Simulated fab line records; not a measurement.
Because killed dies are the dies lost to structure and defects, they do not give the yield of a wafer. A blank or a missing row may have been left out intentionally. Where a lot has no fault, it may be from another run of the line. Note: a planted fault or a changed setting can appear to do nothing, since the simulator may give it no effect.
A lot that was struck, set against a sound lot | flow sky130 | 15 steps out of a route of 708
Sound: these wafers, L246.1, L246.3, L246.4. Struck: wafers L253.1, L253.4, L253.5. The cause is named last.
Per side, at each step with rows, come the tool, then ch with its chambers, and then its first start. Under that, the readings that differ: sound wafers | struck wafers | difference of the means | sigmas: that difference in standard deviations of wafers without a fault.
alike: a reading whose means differ by less than 2 such deviations, as well as words and numbers matching on both sides. not compared: withheld readings; readings where some wafer has no value; bounds like >300 that might hide an equal value; numbers whose values overlap and for which the record gives no deviation.
The two part at a step that has a row with sigmas, a row that says differs or no value, or rows on one side only. When numbers do not overlap yet have no deviation, they are printed without sigmas and do not part them. A reading that every wafer of one side lacks parts them only if that side has two wafers or more.

SKY_VIA3_SOFTBAKE_08: time 92.91 s.
  sound: litho-track-03 ch 0; struck: litho-track-04 ch 0
  alike: plate-sensor-t-centre-C, plate-sensor-t-edge-C
then, 3 steps without rows for these wafers: SKY_VIA3_EXPOSE_09 (exposes mask VIM3, target cd 200 nm); SKY_VIA3_PEB_10; SKY_VIA3_DEVELOP_11 (develop time 60 s).
SKY_VIA3_CD_MEAS_12: target cd 200 nm.
  sound on cd-sem-01, day 41 02:38; struck on cd-sem-02, day 42 16:50
  alike: cd-nm
SKY_VIA3_OVL_MEAS_13:
  sound on overlay-01, day 41 02:46; struck on overlay-02, day 42 16:58
  alike: VIA3_OVL
SKY_VIA3_ETCH_14: etches BARC in N2/H2, stops on SiO2, time 45.9 s, target depth 60 nm.
  sound on rie-diel-03 ch 1,3, day 41 02:47; struck on rie-diel-02 ch 0,1,2, day 42 17:00
  alike: drypump-motor-current-A, h2-flow-sccm, oes-product-au, throttle-valve-pct
  not compared: rf-hours-counter-h
SKY_VIA3_ETCH_15: etches SiO2 in C4F8/O2/Ar, stops on TiN, target depth 507 nm, time 78 s.
  sound on rie-diel-03 ch 1,3, day 41 02:50; struck on rie-diel-02 ch 0,1,2, day 42 17:02
  alike: oes-product-au
  not compared: rf-hours-counter-h
SKY_VIA3_STRIP_16: strips in O2/N2.
  sound on plasma-asher-02 ch 0,1, day 41 02:54; struck on plasma-asher-03 ch 0,1, day 42 17:06
  reading                      | sound             | struck            | difference | sigmas
  strip-time-to-endpoint-s (s) | 4.090 4.094 4.071 | 4.150 4.117 4.170 | +0.061     | +2
  alike: drypump-motor-current-A, oes-product-au
  not compared: rf-hours-counter-h
then, 3 steps without rows for these wafers: SKY_VIA3_STRIP_17 (strips in post etch residue remover, time 1200 s); SKY_VIA3_CLEAN_18 (cleans in IPA, time 180 s); SKY_VIA3_CLEAN_19 (cleans in O3/DIW).
SKY_VIA3_SPUTTER_20: material TiN, target thk 20 nm, time 80 s.
  sound on pvd-sputter-03, day 41 03:29; struck on pvd-sputter-04, day 42 18:02
  no value came back on the struck wafers for cathode-dc-power-W (W), chamber-pressure-pa (Pa), throttle-valve-pct (%); on the sound wafers cathode-dc-power-W (W) reads 4001.5 3999.2 4001.0
SKY_VIA3_CVD_21: deposits W, target thk 390 nm, time 117.31 s.
  sound on cvd-w-01 ch 0,1, day 41 03:33; struck on cvd-w-01 ch 0,1, day 42 18:06
  alike: heater-power-w, susceptor-temp-C
-- the record jumps here: 6 days lie between the struck wafers' starts before and after (it left off in module VIA3 and takes up again in module PAD_OPEN, whose first step shown is number 708 of the route) --
SKY_PAD_OPEN_PROBE_99:
  sound on prober-02, day 47 02:29; struck on prober-02, day 48 08:51
  reading                  | sound          | struck         | difference | sigmas
  defect-limited-yield (%) | 85.0 84.1 80.7 | 0 0 0          | -83        | -42
  killed_at_M0_to_M3       | 37 38 53       | 442 463 444    | +407       | +60
  killed-dies              | 74 78 95       | 492 492 492    | +410       | +42
  killed-on-rim            | 11 16 22       | 96 96 96       | +80        | +19
  sort_bin_5_function (%)  | 9.1 8.1 11.8   | 91.9 93.9 93.3 | +83.4      | +60
  sort-n-pass              | 418 414 397    | 0 0 0          | -410       | -42
  sort-yield-pct (%)       | 85.0 84.1 80.7 | 0 0 0          | -83        | -42
  alike: killed_at_M4_up, killed-at-contacts, killed-at-front-end, killed-at-other, killed-open, killed-short, sort_bin_3_pad_short, sort_bin_6_memory

== WHERE THEY PART ==
At SKY_VIA3_STRIP_16 first; at SKY_PAD_OPEN_PROBE_99 last (within this record only).

WHY: what the simulator had put in
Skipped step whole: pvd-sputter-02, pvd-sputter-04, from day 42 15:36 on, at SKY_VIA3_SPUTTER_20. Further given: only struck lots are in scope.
